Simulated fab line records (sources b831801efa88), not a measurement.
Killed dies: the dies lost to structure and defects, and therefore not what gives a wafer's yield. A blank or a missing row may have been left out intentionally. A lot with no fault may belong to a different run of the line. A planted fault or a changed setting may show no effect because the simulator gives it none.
Which tool was responsible?    flow gf180mcu    39 wafers from 13 lots sampled at 4 of the route's 602 steps

== WHAT EACH GAUGE READ, for each wafer ==
GF_M2_CD_MEAS_14 targets a cd of 280 nm. Usual: cd_nm reads 279.8 nm (standard deviation 1.1).
lot   measured      on         cd_nm (nm)         flag
L797  day 19 06:47  cd_sem-01  280.3 280.3 279.1  
L799  day 20 04:34  cd_sem-02  280.8 279.1 279.9  
L800  day 20 09:35  cd_sem-01  280.2 279.7 280.7  
L803  day 21 14:20  cd_sem-01  280.0 280.1 280.8  
L806  day 22 16:17  cd_sem-02  278.2 278.5 279.4  
L811  day 24 09:49  cd_sem-01  280.3 279.9 280.2  
L812  day 24 16:59  cd_sem-01  278.2 278.6 278.8  
L813  day 25 07:20  cd_sem-02  280.4 279.5 280.3  
L817  day 26 13:52  cd_sem-01  281.4 281.0 281.5  
L816  day 26 14:49  cd_sem-02  278.7 277.9 278.0  
L818  day 26 17:29  cd_sem-01  279.1 278.8 279.3  
L819  day 27 07:35  cd_sem-02  280.1 278.2 279.8  
L820  day 27 11:23  cd_sem-02  280.7 281.5 280.8  

GF_V2_THK_MEAS_01. Usual: V2_CVD_00_THK gives 600 nm (standard deviation 6.1).
lot   measured      on             V2_CVD_00_THK (nm)  flag
L797  day 19 07:52  film_metro-01  602 604 608         
L799  day 20 05:27  film_metro-04  604 595 601         
L800  day 20 10:28  film_metro-04  603 604 603         
L803  day 21 15:13  film_metro-02  591 601 592         
L806  day 22 17:11  film_metro-04  599 602 607         
L811  day 24 10:44  film_metro-04  605 602 606         
L812  day 24 18:01  film_metro-02  599 599 602         
L813  day 25 08:17  film_metro-02  604 609 610         
L817  day 26 15:13  film_metro-02  601 600 601         
L816  day 26 15:49  film_metro-01  603 609 603         
L818  day 26 18:22  film_metro-04  595 601 589         
L819  day 27 08:29  film_metro-02  596 605 597         
L820  day 27 12:16  film_metro-02  594 595 587         

== TOOL THAT RAN EACH LOT (tool first, then ch and the chambers of the sampled wafers, then the start) ==
lot   GF_M2_SPUTTER_02              GF_M2_STRIP_17
L797  pvd_sputter-04, day 18 06:12  plasma_asher-03 ch 0,1, day 19 07:11
L799  pvd_sputter-01, day 19 01:02  plasma_asher-02 ch 0,1, day 20 04:50
L800  pvd_sputter-04, day 19 09:07  plasma_asher-04 ch 0,1, day 20 09:51
L803  pvd_sputter-04, day 20 14:02  plasma_asher-03 ch 0,1, day 21 14:35
L806  pvd_sputter-01, day 21 16:45  plasma_asher-04 ch 0,1, day 22 16:35
L811  pvd_sputter-04, day 23 10:45  plasma_asher-03 ch 1, day 24 10:05
L812  pvd_sputter-01, day 23 18:09  plasma_asher-03 ch 0,1, day 24 17:22
L813  pvd_sputter-04, day 24 08:39  plasma_asher-03 ch 0, day 25 07:35
L817  pvd_sputter-01, day 25 17:14  plasma_asher-04 ch 0,1, day 26 14:16
L816  pvd_sputter-01, day 25 17:53  plasma_asher-03 ch 0,1, day 26 15:05
L818  pvd_sputter-01, day 25 20:01  plasma_asher-04 ch 0,1, day 26 17:46
L819  pvd_sputter-01, day 26 10:43  plasma_asher-03 ch 0,1, day 27 07:50
L820  pvd_sputter-04, day 26 13:58  plasma_asher-03 ch 0,1, day 27 11:38
- GF_M2_SPUTTER_02: material AlCu, target thk 450 nm, time 23.9 s.
- GF_M2_STRIP_17: strips in O2/N2.

== WHAT THE TOOLS THEMSELVES READ (means of the sampled wafers that have a number; where no wafer has one, the mark that the record gives instead) ==
GF_M2_SPUTTER_02. Usual: throttle_valve_pct reads 29.5 % (standard deviation 0.85).
lot   tool            throttle_valve_pct (%)  flag
L797  pvd_sputter-04  29.4                    
L799  pvd_sputter-01  29.0                    
L800  pvd_sputter-04  29.2                    
L803  pvd_sputter-04  29.8                    
L806  pvd_sputter-01  29.9                    
L811  pvd_sputter-04  29.0                    
L812  pvd_sputter-01  29.9                    
L813  pvd_sputter-04  29.6                    
L817  pvd_sputter-01  29.8                    
L816  pvd_sputter-01  29.9                    
L818  pvd_sputter-01  29.0                    
L819  pvd_sputter-01  29.9                    
L820  pvd_sputter-04  29.3                    

GF_M2_STRIP_17. Usual: chamber_pressure_mTorr 1500.0 mTorr, standard deviation 1.4; drypump_motor_current_A 5.5 A, standard deviation 0.33; heater_power_w 333 W, standard deviation 32; oes_product_au 0.538 a.u., standard deviation 0.0045; strip_time_to_endpoint_s 7.39 s, standard deviation 0.046.
lot   tool             chamber_pressure_mTorr (mTorr)  drypump_motor_current_A (A)  heater_power_w (W)  oes_product_au (a.u.)  strip_time_to_endpoint_s (s)  flag
L797  plasma_asher-03  1499.7                          5.4                          313                 0.540                  7.32                          
L799  plasma_asher-02  1499.5                          5.6                          331                 0.539                  7.42                          
L800  plasma_asher-04  1500.2                          5.8                          376                 0.538                  7.34                          
L803  plasma_asher-03  1499.1                          5.2                          323                 0.532                  7.33                          
L806  plasma_asher-04  1502.5                          5.8                          370                 0.541                  7.39                          
L811  plasma_asher-03  -                               -                            -                   -                      -                             OFF
L812  plasma_asher-03  -                               -                            -                   -                      -                             OFF
L813  plasma_asher-03  -                               -                            -                   -                      -                             OFF
L817  plasma_asher-04  1500.2                          5.8                          372                 0.539                  7.40                          
L816  plasma_asher-03  1500.5                          5.2                          330                 0.535                  7.36                          
L818  plasma_asher-04  1499.8                          5.8                          368                 0.547                  7.48                          
L819  plasma_asher-03  1500.0                          5.4                          321                 0.536                  7.31                          
L820  plasma_asher-03  1500.9                          5.2                          324                 0.540                  7.38                          

== THE ANSWER, worked out from the rows above alone ==
Rule: a lot counts as off when the mean over its wafers that have a number is more than 3 standard deviations away from the usual mean. A lot without any number at a reading at which 4 lots or more have one is off too. The other lots that the step has rows for count as sound. First the gauges in route order, then the tools' own readings, where a lot's mean is used as printed above. The first step at which some lot is off is used, and at that step the reading that is off furthest; a lot without a number counts as furthest.
Off: L811, L812, L813, at GF_M2_STRIP_17 (chamber_pressure_mTorr). Without a number there: L811, L812, L813.
If a tool, at that step or one of the process steps before it, ran each lot that is off and ran no sound lot following the first of them, it fits. Not one of the candidates tried fits.

== WHAT THE SIMULATOR HAD INSERTED ==
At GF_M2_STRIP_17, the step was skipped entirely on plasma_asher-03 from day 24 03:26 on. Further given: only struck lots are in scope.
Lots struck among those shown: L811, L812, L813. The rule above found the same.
